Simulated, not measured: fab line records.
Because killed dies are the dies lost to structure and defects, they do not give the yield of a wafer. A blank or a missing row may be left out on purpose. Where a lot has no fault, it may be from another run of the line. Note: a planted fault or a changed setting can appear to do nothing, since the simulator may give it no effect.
Which tool is to blame? || flow sky130 || 13 lots with 39 wafers sampled at 6 steps, on a route of 708 steps

== WHAT THE GAUGES SHOWED, per wafer ==
SKY_LOCAL_INTERCONNECT_RS_MEAS_01: measurement is done with a four-point probe. Usual: LOCAL_INTERCONNECT_TIN_RS 14.75 ohm/sq, standard deviation 0.18.
{"lot": "L712", "measured": "day 29 08:18", "on": "filmMetro-01", "LOCAL_INTERCONNECT_TIN_RS (ohm/sq)": "14.98 14.72 14.82", "flag": ""}
{"lot": "L713", "measured": "day 29 15:47", "on": "filmMetro-02", "LOCAL_INTERCONNECT_TIN_RS (ohm/sq)": "14.73 14.96 14.72", "flag": ""}
{"lot": "L717", "measured": "day 31 01:16", "on": "filmMetro-02", "LOCAL_INTERCONNECT_TIN_RS (ohm/sq)": "14.50 14.76 14.56", "flag": ""}
{"lot": "L718", "measured": "day 31 14:13", "on": "filmMetro-04", "LOCAL_INTERCONNECT_TIN_RS (ohm/sq)": "14.52 14.76 14.75", "flag": ""}
{"lot": "L719", "measured": "day 32 00:13", "on": "filmMetro-02", "LOCAL_INTERCONNECT_TIN_RS (ohm/sq)": "14.77 14.49 14.71", "flag": ""}
{"lot": "L720", "measured": "day 32 07:22", "on": "filmMetro-04", "LOCAL_INTERCONNECT_TIN_RS (ohm/sq)": "14.60 14.66 14.41", "flag": ""}
{"lot": "L721", "measured": "day 32 14:32", "on": "filmMetro-04", "LOCAL_INTERCONNECT_TIN_RS (ohm/sq)": "15.07 15.04 14.76", "flag": ""}
{"lot": "L722", "measured": "day 33 01:37", "on": "filmMetro-04", "LOCAL_INTERCONNECT_TIN_RS (ohm/sq)": "14.54 14.91 14.96", "flag": ""}
{"lot": "L724", "measured": "day 33 13:03", "on": "filmMetro-04", "LOCAL_INTERCONNECT_TIN_RS (ohm/sq)": "14.49 14.59 14.43", "flag": ""}
{"lot": "L728", "measured": "day 34 21:32", "on": "filmMetro-02", "LOCAL_INTERCONNECT_TIN_RS (ohm/sq)": "10.01 10.01 14.60 10.02 10.00 14.63", "flag": "OFF"}
{"lot": "L731", "measured": "day 35 19:23", "on": "filmMetro-02", "LOCAL_INTERCONNECT_TIN_RS (ohm/sq)": "14.74 14.84 14.94", "flag": ""}
{"lot": "L732", "measured": "day 35 21:13", "on": "filmMetro-02", "LOCAL_INTERCONNECT_TIN_RS (ohm/sq)": "14.56 14.58 14.71", "flag": ""}
{"lot": "L733", "measured": "day 36 09:13", "on": "filmMetro-02", "LOCAL_INTERCONNECT_TIN_RS (ohm/sq)": "14.64 14.51 14.84", "flag": ""}

SKY_LOCAL_INTERCONNECT_THK_MEAS_02: measures by xrf. Usual: LOCAL_INTERCONNECT_TIN_THK 96.8 nm, standard deviation 1.4.
{"lot": "L712", "measured": "day 29 08:24", "on": "filmMetro-01", "LOCAL_INTERCONNECT_TIN_THK (nm)": "96.2 97.8 97.2", "flag": ""}
{"lot": "L713", "measured": "day 29 15:53", "on": "filmMetro-02", "LOCAL_INTERCONNECT_TIN_THK (nm)": "96.6 94.4 96.1", "flag": ""}
{"lot": "L717", "measured": "day 31 01:23", "on": "filmMetro-02", "LOCAL_INTERCONNECT_TIN_THK (nm)": "97.5 95.8 97.4", "flag": ""}
{"lot": "L718", "measured": "day 31 14:20", "on": "filmMetro-04", "LOCAL_INTERCONNECT_TIN_THK (nm)": "98.9 98.1 97.7", "flag": ""}
{"lot": "L719", "measured": "day 32 00:19", "on": "filmMetro-02", "LOCAL_INTERCONNECT_TIN_THK (nm)": "95.5 97.7 96.3", "flag": ""}
{"lot": "L720", "measured": "day 32 07:29", "on": "filmMetro-04", "LOCAL_INTERCONNECT_TIN_THK (nm)": "98.7 97.5 99.4", "flag": ""}
{"lot": "L721", "measured": "day 32 14:38", "on": "filmMetro-04", "LOCAL_INTERCONNECT_TIN_THK (nm)": "95.7 95.8 97.9", "flag": ""}
{"lot": "L722", "measured": "day 33 01:44", "on": "filmMetro-04", "LOCAL_INTERCONNECT_TIN_THK (nm)": "98.8 96.2 96.3", "flag": ""}
{"lot": "L724", "measured": "day 33 13:10", "on": "filmMetro-04", "LOCAL_INTERCONNECT_TIN_THK (nm)": "99.4 98.5 98.9", "flag": ""}
{"lot": "L728", "measured": "day 35 01:05", "on": "filmMetro-02", "LOCAL_INTERCONNECT_TIN_THK (nm)": "139.4 139.4 96.5 139.0 139.1 96.5", "flag": "OFF"}
{"lot": "L731", "measured": "day 35 19:30", "on": "filmMetro-02", "LOCAL_INTERCONNECT_TIN_THK (nm)": "96.1 95.8 95.1", "flag": ""}
{"lot": "L732", "measured": "day 35 21:19", "on": "filmMetro-02", "LOCAL_INTERCONNECT_TIN_THK (nm)": "97.1 97.0 96.4", "flag": ""}
{"lot": "L733", "measured": "day 36 09:20", "on": "filmMetro-02", "LOCAL_INTERCONNECT_TIN_THK (nm)": "96.6 97.2 95.4", "flag": ""}

== EACH LOT AND THE TOOL THAT RAN IT (in order: tool; ch and the chambers of the sampled wafers; start) ==
{"lot": "L712", "SKY_LI_CONTACT_STRIP_16": "plasmaAsher-01 ch 0,1, day 29 07:02", "SKY_LI_CONTACT_SPUTTER_19": "pvdSputter-02, day 29 07:19", "SKY_LI_CONTACT_SPUTTER_20": "pvdSputter-02, day 29 07:23", "SKY_LOCAL_INTERCONNECT_SPUTTER_00": "pvdSputter-03, day 29 08:11"}
{"lot": "L713", "SKY_LI_CONTACT_STRIP_16": "plasmaAsher-04 ch 0,1, day 29 12:53", "SKY_LI_CONTACT_SPUTTER_19": "pvdSputter-02, day 29 13:12", "SKY_LI_CONTACT_SPUTTER_20": "pvdSputter-02, day 29 13:16", "SKY_LOCAL_INTERCONNECT_SPUTTER_00": "pvdSputter-04, day 29 15:41"}
{"lot": "L717", "SKY_LI_CONTACT_STRIP_16": "plasmaAsher-01 ch 0,1, day 31 00:10", "SKY_LI_CONTACT_SPUTTER_19": "pvdSputter-02, day 31 00:28", "SKY_LI_CONTACT_SPUTTER_20": "pvdSputter-02, day 31 00:32", "SKY_LOCAL_INTERCONNECT_SPUTTER_00": "pvdSputter-04, day 31 01:12"}
{"lot": "L718", "SKY_LI_CONTACT_STRIP_16": "plasmaAsher-04 ch 0,1, day 31 13:05", "SKY_LI_CONTACT_SPUTTER_19": "pvdSputter-01, day 31 13:24", "SKY_LI_CONTACT_SPUTTER_20": "pvdSputter-01, day 31 13:28", "SKY_LOCAL_INTERCONNECT_SPUTTER_00": "pvdSputter-04, day 31 14:08"}
{"lot": "L719", "SKY_LI_CONTACT_STRIP_16": "plasmaAsher-04 ch 0,1, day 31 22:56", "SKY_LI_CONTACT_SPUTTER_19": "pvdSputter-01, day 31 23:23", "SKY_LI_CONTACT_SPUTTER_20": "pvdSputter-01, day 31 23:27", "SKY_LOCAL_INTERCONNECT_SPUTTER_00": "pvdSputter-04, day 32 00:07"}
{"lot": "L720", "SKY_LI_CONTACT_STRIP_16": "plasmaAsher-04 ch 0,1, day 32 06:04", "SKY_LI_CONTACT_SPUTTER_19": "pvdSputter-01, day 32 06:34", "SKY_LI_CONTACT_SPUTTER_20": "pvdSputter-01, day 32 06:38", "SKY_LOCAL_INTERCONNECT_SPUTTER_00": "pvdSputter-03, day 32 07:18"}
{"lot": "L721", "SKY_LI_CONTACT_STRIP_16": "plasmaAsher-01 ch 0,1, day 32 13:24", "SKY_LI_CONTACT_SPUTTER_19": "pvdSputter-04, day 32 13:41", "SKY_LI_CONTACT_SPUTTER_20": "pvdSputter-04, day 32 13:45", "SKY_LOCAL_INTERCONNECT_SPUTTER_00": "pvdSputter-03, day 32 14:25"}
{"lot": "L722", "SKY_LI_CONTACT_STRIP_16": "plasmaAsher-03 ch 0,1, day 33 00:31", "SKY_LI_CONTACT_SPUTTER_19": "pvdSputter-01, day 33 00:48", "SKY_LI_CONTACT_SPUTTER_20": "pvdSputter-01, day 33 00:53", "SKY_LOCAL_INTERCONNECT_SPUTTER_00": "pvdSputter-03, day 33 01:32"}
{"lot": "L724", "SKY_LI_CONTACT_STRIP_16": "plasmaAsher-03 ch 0,1, day 33 11:56", "SKY_LI_CONTACT_SPUTTER_19": "pvdSputter-01, day 33 12:15", "SKY_LI_CONTACT_SPUTTER_20": "pvdSputter-01, day 33 12:19", "SKY_LOCAL_INTERCONNECT_SPUTTER_00": "pvdSputter-04, day 33 12:59"}
{"lot": "L728", "SKY_LI_CONTACT_STRIP_16": "plasmaAsher-01 ch 0,1, day 34 20:16", "SKY_LI_CONTACT_SPUTTER_19": "pvdSputter-02, day 34 20:36", "SKY_LI_CONTACT_SPUTTER_20": "pvdSputter-02, day 34 20:45", "SKY_LOCAL_INTERCONNECT_SPUTTER_00": "pvdSputter-03, day 34 21:29"}
{"lot": "L731", "SKY_LI_CONTACT_STRIP_16": "plasmaAsher-01 ch 0,1, day 35 18:10", "SKY_LI_CONTACT_SPUTTER_19": "pvdSputter-02, day 35 18:27", "SKY_LI_CONTACT_SPUTTER_20": "pvdSputter-02, day 35 18:32", "SKY_LOCAL_INTERCONNECT_SPUTTER_00": "pvdSputter-01, day 35 19:18"}
{"lot": "L732", "SKY_LI_CONTACT_STRIP_16": "plasmaAsher-04 ch 0,1, day 35 20:05", "SKY_LI_CONTACT_SPUTTER_19": "pvdSputter-04, day 35 20:23", "SKY_LI_CONTACT_SPUTTER_20": "pvdSputter-04, day 35 20:28", "SKY_LOCAL_INTERCONNECT_SPUTTER_00": "pvdSputter-01, day 35 21:07"}
{"lot": "L733", "SKY_LI_CONTACT_STRIP_16": "plasmaAsher-04 ch 0,1, day 36 08:07", "SKY_LI_CONTACT_SPUTTER_19": "pvdSputter-01, day 36 08:25", "SKY_LI_CONTACT_SPUTTER_20": "pvdSputter-01, day 36 08:29", "SKY_LOCAL_INTERCONNECT_SPUTTER_00": "pvdSputter-04, day 36 09:10"}
- SKY_LI_CONTACT_STRIP_16: strips in O2/N2.
- SKY_LI_CONTACT_SPUTTER_19: material Ti, target thk 20 nm, time 106.37 s.
- SKY_LI_CONTACT_SPUTTER_20: material TiN, target thk 20 nm, time 80 s.
- SKY_LOCAL_INTERCONNECT_SPUTTER_00: material TiN, target thk 100 nm, time 83.3 s.

== WHAT THE TOOLS THEMSELVES READ (means of the sampled wafers that have a number; where no wafer has one, the mark that the record gives instead) ==
SKY_LI_CONTACT_STRIP_16. Usual: drypumpMotorCurrentA 5.8 A, standard deviation 0.35; oesProductAu 0.376 a.u., standard deviation 0.0053; stripTimeToEndpointS 3.51 s, standard deviation 0.041.
{"lot": "L712", "tool": "plasmaAsher-01", "drypumpMotorCurrentA (A)": 5.9, "oesProductAu (a.u.)": 0.372, "stripTimeToEndpointS (s)": 3.50, "flag": ""}
{"lot": "L713", "tool": "plasmaAsher-04", "drypumpMotorCurrentA (A)": 5.8, "oesProductAu (a.u.)": 0.373, "stripTimeToEndpointS (s)": 3.51, "flag": ""}
{"lot": "L717", "tool": "plasmaAsher-01", "drypumpMotorCurrentA (A)": 6.0, "oesProductAu (a.u.)": 0.377, "stripTimeToEndpointS (s)": 3.52, "flag": ""}
{"lot": "L718", "tool": "plasmaAsher-04", "drypumpMotorCurrentA (A)": 6.0, "oesProductAu (a.u.)": 0.380, "stripTimeToEndpointS (s)": 3.51, "flag": ""}
{"lot": "L719", "tool": "plasmaAsher-04", "drypumpMotorCurrentA (A)": 6.0, "oesProductAu (a.u.)": 0.374, "stripTimeToEndpointS (s)": 3.48, "flag": ""}
{"lot": "L720", "tool": "plasmaAsher-04", "drypumpMotorCurrentA (A)": 6.0, "oesProductAu (a.u.)": 0.379, "stripTimeToEndpointS (s)": 3.54, "flag": ""}
{"lot": "L721", "tool": "plasmaAsher-01", "drypumpMotorCurrentA (A)": 5.7, "oesProductAu (a.u.)": 0.380, "stripTimeToEndpointS (s)": 3.52, "flag": ""}
{"lot": "L722", "tool": "plasmaAsher-03", "drypumpMotorCurrentA (A)": 5.5, "oesProductAu (a.u.)": 0.376, "stripTimeToEndpointS (s)": 3.54, "flag": ""}
{"lot": "L724", "tool": "plasmaAsher-03", "drypumpMotorCurrentA (A)": 5.7, "oesProductAu (a.u.)": 0.380, "stripTimeToEndpointS (s)": 3.54, "flag": ""}
{"lot": "L728", "tool": "plasmaAsher-01", "drypumpMotorCurrentA (A)": 5.7, "oesProductAu (a.u.)": 0.377, "stripTimeToEndpointS (s)": 3.51, "flag": ""}
{"lot": "L731", "tool": "plasmaAsher-01", "drypumpMotorCurrentA (A)": 6.0, "oesProductAu (a.u.)": 0.374, "stripTimeToEndpointS (s)": 3.52, "flag": ""}
{"lot": "L732", "tool": "plasmaAsher-04", "drypumpMotorCurrentA (A)": 5.8, "oesProductAu (a.u.)": 0.377, "stripTimeToEndpointS (s)": 3.45, "flag": ""}
{"lot": "L733", "tool": "plasmaAsher-04", "drypumpMotorCurrentA (A)": 5.8, "oesProductAu (a.u.)": 0.381, "stripTimeToEndpointS (s)": 3.55, "flag": ""}

SKY_LI_CONTACT_SPUTTER_19. Usual: 30.6 % for throttleValvePct, sd 1.2.
{"lot": "L712", "tool": "pvdSputter-02", "throttleValvePct (%)": 31.1, "flag": ""}
{"lot": "L713", "tool": "pvdSputter-02", "throttleValvePct (%)": 30.7, "flag": ""}
{"lot": "L717", "tool": "pvdSputter-02", "throttleValvePct (%)": 31.2, "flag": ""}
{"lot": "L718", "tool": "pvdSputter-01", "throttleValvePct (%)": 31.7, "flag": ""}
{"lot": "L719", "tool": "pvdSputter-01", "throttleValvePct (%)": 30.6, "flag": ""}
{"lot": "L720", "tool": "pvdSputter-01", "throttleValvePct (%)": 30.5, "flag": ""}
{"lot": "L721", "tool": "pvdSputter-04", "throttleValvePct (%)": 31.3, "flag": ""}
{"lot": "L722", "tool": "pvdSputter-01", "throttleValvePct (%)": 30.9, "flag": ""}
{"lot": "L724", "tool": "pvdSputter-01", "throttleValvePct (%)": 30.5, "flag": ""}
{"lot": "L728", "tool": "pvdSputter-02", "throttleValvePct (%)": 30.7, "flag": ""}
{"lot": "L731", "tool": "pvdSputter-02", "throttleValvePct (%)": 30.6, "flag": ""}
{"lot": "L732", "tool": "pvdSputter-04", "throttleValvePct (%)": 31.5, "flag": ""}
{"lot": "L733", "tool": "pvdSputter-01", "throttleValvePct (%)": 31.7, "flag": ""}

SKY_LI_CONTACT_SPUTTER_20. Usual: 30.6 % for throttleValvePct, sd 1.2.
{"lot": "L712", "tool": "pvdSputter-02", "throttleValvePct (%)": 31.3, "flag": ""}
{"lot": "L713", "tool": "pvdSputter-02", "throttleValvePct (%)": 30.5, "flag": ""}
{"lot": "L717", "tool": "pvdSputter-02", "throttleValvePct (%)": 31.2, "flag": ""}
{"lot": "L718", "tool": "pvdSputter-01", "throttleValvePct (%)": 31.8, "flag": ""}
{"lot": "L719", "tool": "pvdSputter-01", "throttleValvePct (%)": 30.7, "flag": ""}
{"lot": "L720", "tool": "pvdSputter-01", "throttleValvePct (%)": 30.6, "flag": ""}
{"lot": "L721", "tool": "pvdSputter-04", "throttleValvePct (%)": 31.2, "flag": ""}
{"lot": "L722", "tool": "pvdSputter-01", "throttleValvePct (%)": 30.9, "flag": ""}
{"lot": "L724", "tool": "pvdSputter-01", "throttleValvePct (%)": 30.5, "flag": ""}
{"lot": "L728", "tool": "pvdSputter-02", "throttleValvePct (%)": 30.8, "flag": ""}
{"lot": "L731", "tool": "pvdSputter-02", "throttleValvePct (%)": 30.7, "flag": ""}
{"lot": "L732", "tool": "pvdSputter-04", "throttleValvePct (%)": 31.5, "flag": ""}
{"lot": "L733", "tool": "pvdSputter-01", "throttleValvePct (%)": 31.7, "flag": ""}

SKY_LOCAL_INTERCONNECT_SPUTTER_00. Usual: 30.5 % for throttleValvePct, sd 1.1.
{"lot": "L712", "tool": "pvdSputter-03", "throttleValvePct (%)": 30.6, "flag": ""}
{"lot": "L713", "tool": "pvdSputter-04", "throttleValvePct (%)": 30.1, "flag": ""}
{"lot": "L717", "tool": "pvdSputter-04", "throttleValvePct (%)": 30.2, "flag": ""}
{"lot": "L718", "tool": "pvdSputter-04", "throttleValvePct (%)": 31.7, "flag": ""}
{"lot": "L719", "tool": "pvdSputter-04", "throttleValvePct (%)": 30.2, "flag": ""}
{"lot": "L720", "tool": "pvdSputter-03", "throttleValvePct (%)": 30.3, "flag": ""}
{"lot": "L721", "tool": "pvdSputter-03", "throttleValvePct (%)": 30.7, "flag": ""}
{"lot": "L722", "tool": "pvdSputter-03", "throttleValvePct (%)": 30.5, "flag": ""}
{"lot": "L724", "tool": "pvdSputter-04", "throttleValvePct (%)": 32.2, "flag": ""}
{"lot": "L728", "tool": "pvdSputter-03", "throttleValvePct (%)": 30.6, "flag": ""}
{"lot": "L731", "tool": "pvdSputter-01", "throttleValvePct (%)": 29.9, "flag": ""}
{"lot": "L732", "tool": "pvdSputter-01", "throttleValvePct (%)": 29.7, "flag": ""}
{"lot": "L733", "tool": "pvdSputter-04", "throttleValvePct (%)": 31.3, "flag": ""}

== THE ANSWER, worked out from the rows above alone ==
Rule: lot off if the mean of its wafers having a number is beyond 3 standard deviations from the usual mean. A lot without any number at a reading at which 4 lots or more have one is off too. The other lots that the step has rows for count as sound. After the gauges, taken in route order, come the tools' own readings; for these a lot's mean is taken, as printed above. At the first step where some lot is off, the reading lying furthest off is the one used; lots without a number count as furthest.
Off: at SKY_LOCAL_INTERCONNECT_RS_MEAS_01 (LOCAL_INTERCONNECT_TIN_RS), L728.
A tool fits if, at a process step before that reading, it ran every lot that is off, and no sound lot after the first of them. The gauges at SKY_LOCAL_INTERCONNECT_RS_MEAS_01 are tried like those tools. One candidate fits, namely pvdSputter-03 at SKY_LOCAL_INTERCONNECT_SPUTTER_00. Its last sound lot is L722 (day 33 01:32), its first lot that is off L728 (day 34 21:29): a fault that began between those two fits.

== WHAT WAS PUT IN BY THE SIMULATOR ==
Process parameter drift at SKY_LOCAL_INTERCONNECT_SPUTTER_00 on pvdSputter-03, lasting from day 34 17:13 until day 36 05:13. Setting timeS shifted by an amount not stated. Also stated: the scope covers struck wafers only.
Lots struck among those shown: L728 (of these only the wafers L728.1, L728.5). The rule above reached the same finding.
